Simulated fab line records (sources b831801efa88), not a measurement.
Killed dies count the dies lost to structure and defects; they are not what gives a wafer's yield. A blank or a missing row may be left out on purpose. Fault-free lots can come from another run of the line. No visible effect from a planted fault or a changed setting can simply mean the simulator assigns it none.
The tool behind it: which one? :: flow sky130 :: Sampling: 12 lots, 36 wafers, 3 of 708 route steps

## WHAT THE GAUGES READ, wafer by wafer
SKY_VIA1_RS_MEAS_22: a four-point-probe measurement.
lot: L075
measured: day 34 11:18
on: filmMetro-01
VIA1_W_RS (ohm/sq): 0.429 0.431 0.432

lot: L077
measured: day 35 04:32
on: filmMetro-02
VIA1_W_RS (ohm/sq): 0.437 0.438 0.440

lot: L079
measured: day 35 20:24
on: filmMetro-01
VIA1_W_RS (ohm/sq): 0.426 0.430 0.423

lot: L081
measured: day 36 06:56
on: filmMetro-01
VIA1_W_RS (ohm/sq): 0.437 0.439 0.434

lot: L083
measured: day 36 23:26
on: filmMetro-01
VIA1_W_RS (ohm/sq): 0.422 0.428 0.422

lot: L085
measured: day 37 10:38
on: filmMetro-01
VIA1_W_RS (ohm/sq): 0.426 0.427 0.430

lot: L089
measured: day 39 09:38
on: filmMetro-03
VIA1_W_RS (ohm/sq): 0.419 0.422 0.425

lot: L088
measured: day 39 11:53
on: filmMetro-03
VIA1_W_RS (ohm/sq): 0.411 0.426 0.425

lot: L091
measured: day 39 12:40
on: filmMetro-01
VIA1_W_RS (ohm/sq): 0.421 0.417 0.409

lot: L093
measured: day 39 19:38
on: filmMetro-03
VIA1_W_RS (ohm/sq): 0.431 0.434 0.433

lot: L095
measured: day 40 15:16
on: filmMetro-01
VIA1_W_RS (ohm/sq): 0.427 0.411 0.409

lot: L097
measured: day 41 06:19
on: filmMetro-01
VIA1_W_RS (ohm/sq): 0.429 0.418 0.433

## WHAT TOOL EACH LOT RAN ON (gives the tool, then ch and the chambers of the sampled wafers, and finally the start)
lot: L075
SKY_CONTACT_CVD_24: cvdW-02 ch 0,1, day 32 01:44
SKY_VIA1_CMP_02: cmp-01 ch 0,1, day 33 06:27

lot: L077
SKY_CONTACT_CVD_24: cvdW-01 ch 0,1, day 32 21:30
SKY_VIA1_CMP_02: cmp-01 ch 0,2,3, day 34 01:04

lot: L079
SKY_CONTACT_CVD_24: cvdW-02 ch 0,1, day 33 11:41
SKY_VIA1_CMP_02: cmp-02 ch 0,1,2, day 34 16:25

lot: L081
SKY_CONTACT_CVD_24: cvdW-01 ch 0,1, day 33 22:48
SKY_VIA1_CMP_02: cmp-02 ch 0,2,3, day 35 02:46

lot: L083
SKY_CONTACT_CVD_24: cvdW-01 ch 0,1, day 34 15:19
SKY_VIA1_CMP_02: cmp-01 ch 0,1,2, day 35 19:58

lot: L085
SKY_CONTACT_CVD_24: cvdW-02 ch 0,1, day 35 03:49
SKY_VIA1_CMP_02: cmp-01 ch 0,1, day 36 07:31

lot: L089
SKY_CONTACT_CVD_24: cvdW-01 ch 0,1, day 37 03:44
SKY_VIA1_CMP_02: cmp-02 ch 0,1, day 38 07:04

lot: L088
SKY_CONTACT_CVD_24: cvdW-02 ch 0,1, day 37 05:34
SKY_VIA1_CMP_02: cmp-02 ch 0,1,2, day 38 09:10

lot: L091
SKY_CONTACT_CVD_24: cvdW-01 ch 0,1, day 37 06:19
SKY_VIA1_CMP_02: cmp-02 ch 0,2,3, day 38 10:16

lot: L093
SKY_CONTACT_CVD_24: cvdW-01 ch 0,1, day 37 13:56
SKY_VIA1_CMP_02: cmp-01 ch 0,1, day 38 17:19

lot: L095
SKY_CONTACT_CVD_24: cvdW-01 ch 1, day 38 09:57
SKY_VIA1_CMP_02: cmp-01 ch 0,1,2, day 39 13:30

lot: L097
SKY_CONTACT_CVD_24: cvdW-02 ch 0,1, day 39 01:20
SKY_VIA1_CMP_02: cmp-02 ch 2,3, day 40 04:16
- SKY_CONTACT_CVD_24: deposits W, target thk 340 nm, time 102.12 s.
- SKY_VIA1_CMP_02: polishes SiO2.

## THE ANSWER, worked out from the rows above alone
Rule: the lots themselves supply what counts as usual. The widest of any qualifying gaps counts: lots, ordered by their means at a reading, are off when they make up no more than a third of the lots, leave a main group of 4 or more, and stand apart from it by 3 or more times the standard deviation of that group's means. A main group whose means are all the same, to the digits that the tables above print for the reading, isn't used. Also off: a lot with no number at a reading for which 4 or more lots have one. All remaining lots with rows at the step are treated as sound.
No lot is off on any of the readings shown, so nothing can be concluded from this.

## WHAT HAD BEEN PUT IN BY THE SIMULATOR
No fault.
